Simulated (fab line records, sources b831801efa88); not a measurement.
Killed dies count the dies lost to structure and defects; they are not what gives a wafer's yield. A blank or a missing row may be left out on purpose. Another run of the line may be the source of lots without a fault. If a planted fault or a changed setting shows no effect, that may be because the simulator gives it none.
Which of the tools did it? || flow sky130 || 11 lots with 33 wafers sampled at 3 steps, on a route of 708 steps

## WHAT THE GAUGES SHOWED, per wafer
SKY_METAL1_RS_MEAS_05: measures by four-point-probe. Usual: METAL1_ALCU_RS typically reads 0.1264 ohm/sq, with standard deviation 0.0014.
{"lot": "L399", "measured": "day 31 18:31", "on": "film metro-01", "METAL1_ALCU_RS (ohm/sq)": "0.1270 0.1259 0.1259", "flag": ""}
{"lot": "L402", "measured": "day 32 21:52", "on": "film metro-01", "METAL1_ALCU_RS (ohm/sq)": "0.1266 0.1272 0.1267", "flag": ""}
{"lot": "L403", "measured": "day 33 08:28", "on": "film metro-04", "METAL1_ALCU_RS (ohm/sq)": "0.1255 0.1267 0.1264", "flag": ""}
{"lot": "L406", "measured": "day 34 13:37", "on": "film metro-04", "METAL1_ALCU_RS (ohm/sq)": "0.1295 0.1291 0.1294", "flag": ""}
{"lot": "L407", "measured": "day 34 18:37", "on": "film metro-04", "METAL1_ALCU_RS (ohm/sq)": "0.1237 0.1231 0.1246", "flag": ""}
{"lot": "L409", "measured": "day 35 05:14", "on": "film metro-02", "METAL1_ALCU_RS (ohm/sq)": "0.1290 0.1286 0.1276", "flag": ""}
{"lot": "L411", "measured": "day 36 00:28", "on": "film metro-02", "METAL1_ALCU_RS (ohm/sq)": "0.1254 0.1262 0.1261", "flag": ""}
{"lot": "L413", "measured": "day 36 16:27", "on": "film metro-04", "METAL1_ALCU_RS (ohm/sq)": "0.1276 0.1242 0.1248", "flag": ""}
{"lot": "L414", "measured": "day 36 21:00", "on": "film metro-04", "METAL1_ALCU_RS (ohm/sq)": "0.1264 0.1295 0.1272", "flag": ""}
{"lot": "L415", "measured": "day 37 04:52", "on": "film metro-04", "METAL1_ALCU_RS (ohm/sq)": "0.1267 0.1254 0.1259", "flag": ""}
{"lot": "L419", "measured": "day 38 06:28", "on": "film metro-02", "METAL1_ALCU_RS (ohm/sq)": "0.1252 0.1258 0.1248", "flag": ""}

SKY_METAL1_CD_MEAS_15: the cd target is 140 nm. Usual: 139.7 nm for cd nm, sd 1.8.
{"lot": "L399", "measured": "day 32 21:17", "on": "cd sem-02", "cd nm (nm)": "139.6 140.1 140.4", "flag": ""}
{"lot": "L402", "measured": "day 34 00:23", "on": "cd sem-02", "cd nm (nm)": "140.2 140.7 141.9", "flag": ""}
{"lot": "L403", "measured": "day 34 10:23", "on": "cd sem-01", "cd nm (nm)": "142.6 141.5 142.2", "flag": ""}
{"lot": "L406", "measured": "day 35 16:37", "on": "cd sem-02", "cd nm (nm)": "140.2 139.8 140.4", "flag": ""}
{"lot": "L407", "measured": "day 35 21:08", "on": "cd sem-02", "cd nm (nm)": "137.5 140.5 141.3", "flag": ""}
{"lot": "L409", "measured": "day 36 06:53", "on": "cd sem-01", "cd nm (nm)": "139.4 137.4 139.3", "flag": ""}
{"lot": "L411", "measured": "day 37 03:02", "on": "cd sem-02", "cd nm (nm)": "141.4 141.0 140.7", "flag": ""}
{"lot": "L413", "measured": "day 37 18:13", "on": "cd sem-02", "cd nm (nm)": "138.7 139.6 141.4", "flag": ""}
{"lot": "L414", "measured": "day 37 22:56", "on": "cd sem-02", "cd nm (nm)": "141.2 139.6 140.3", "flag": ""}
{"lot": "L415", "measured": "day 38 06:40", "on": "cd sem-02", "cd nm (nm)": "137.1 138.1 138.1", "flag": ""}
{"lot": "L419", "measured": "day 39 08:00", "on": "cd sem-01", "cd nm (nm)": "140.5 141.4 139.6", "flag": ""}

## EACH LOT AND THE TOOL THAT RAN IT (in order: tool; ch and the chambers of the sampled wafers; start)
{"lot": "L399", "SKY_METAL1_SPUTTER_00": "pvd sputter-01, day 31 18:22"}
{"lot": "L402", "SKY_METAL1_SPUTTER_00": "pvd sputter-02, day 32 21:41"}
{"lot": "L403", "SKY_METAL1_SPUTTER_00": "pvd sputter-01, day 33 08:19"}
{"lot": "L406", "SKY_METAL1_SPUTTER_00": "pvd sputter-02, day 34 13:28"}
{"lot": "L407", "SKY_METAL1_SPUTTER_00": "pvd sputter-04, day 34 18:28"}
{"lot": "L409", "SKY_METAL1_SPUTTER_00": "pvd sputter-02, day 35 05:06"}
{"lot": "L411", "SKY_METAL1_SPUTTER_00": "pvd sputter-02, day 36 00:17"}
{"lot": "L413", "SKY_METAL1_SPUTTER_00": "pvd sputter-04, day 36 16:19"}
{"lot": "L414", "SKY_METAL1_SPUTTER_00": "pvd sputter-04, day 36 20:50"}
{"lot": "L415", "SKY_METAL1_SPUTTER_00": "pvd sputter-02, day 37 04:42"}
{"lot": "L419", "SKY_METAL1_SPUTTER_00": "pvd sputter-01, day 38 06:17"}
- SKY_METAL1_SPUTTER_00: material Ti, target thk 15 nm, time 10 s.

## WHAT THE TOOLS THEMSELVES READ (means of the sampled wafers that have a number; where no wafer has one, the mark that the record gives instead)
SKY_METAL1_SPUTTER_00. Usual: 30.4 % for throttle valve pct, sd 1.2.
{"lot": "L399", "tool": "pvd sputter-01", "throttle valve pct (%)": 29.8, "flag": ""}
{"lot": "L402", "tool": "pvd sputter-02", "throttle valve pct (%)": 29.6, "flag": ""}
{"lot": "L403", "tool": "pvd sputter-01", "throttle valve pct (%)": 29.9, "flag": ""}
{"lot": "L406", "tool": "pvd sputter-02", "throttle valve pct (%)": 30.8, "flag": ""}
{"lot": "L407", "tool": "pvd sputter-04", "throttle valve pct (%)": 30.2, "flag": ""}
{"lot": "L409", "tool": "pvd sputter-02", "throttle valve pct (%)": 30.1, "flag": ""}
{"lot": "L411", "tool": "pvd sputter-02", "throttle valve pct (%)": 30.6, "flag": ""}
{"lot": "L413", "tool": "pvd sputter-04", "throttle valve pct (%)": 30.7, "flag": ""}
{"lot": "L414", "tool": "pvd sputter-04", "throttle valve pct (%)": 29.5, "flag": ""}
{"lot": "L415", "tool": "pvd sputter-02", "throttle valve pct (%)": 31.1, "flag": ""}
{"lot": "L419", "tool": "pvd sputter-01", "throttle valve pct (%)": 30.6, "flag": ""}

## THE ANSWER, worked out from the rows above alone
Rule: a lot counts as off when the mean over its wafers that have a number is more than 3 standard deviations away from the usual mean. Also off: a lot with no number at a reading for which 4 or more lots have one. The other lots that the step has rows for count as sound. After the gauges, taken in route order, come the tools' own readings; for these a lot's mean is taken, as printed above. The first step at which some lot is off is used, and at that step the reading that is off furthest; a lot without a number counts as furthest.
Nothing can be told from this: no lot is off at any reading shown.

## WHAT WAS PUT IN BY THE SIMULATOR
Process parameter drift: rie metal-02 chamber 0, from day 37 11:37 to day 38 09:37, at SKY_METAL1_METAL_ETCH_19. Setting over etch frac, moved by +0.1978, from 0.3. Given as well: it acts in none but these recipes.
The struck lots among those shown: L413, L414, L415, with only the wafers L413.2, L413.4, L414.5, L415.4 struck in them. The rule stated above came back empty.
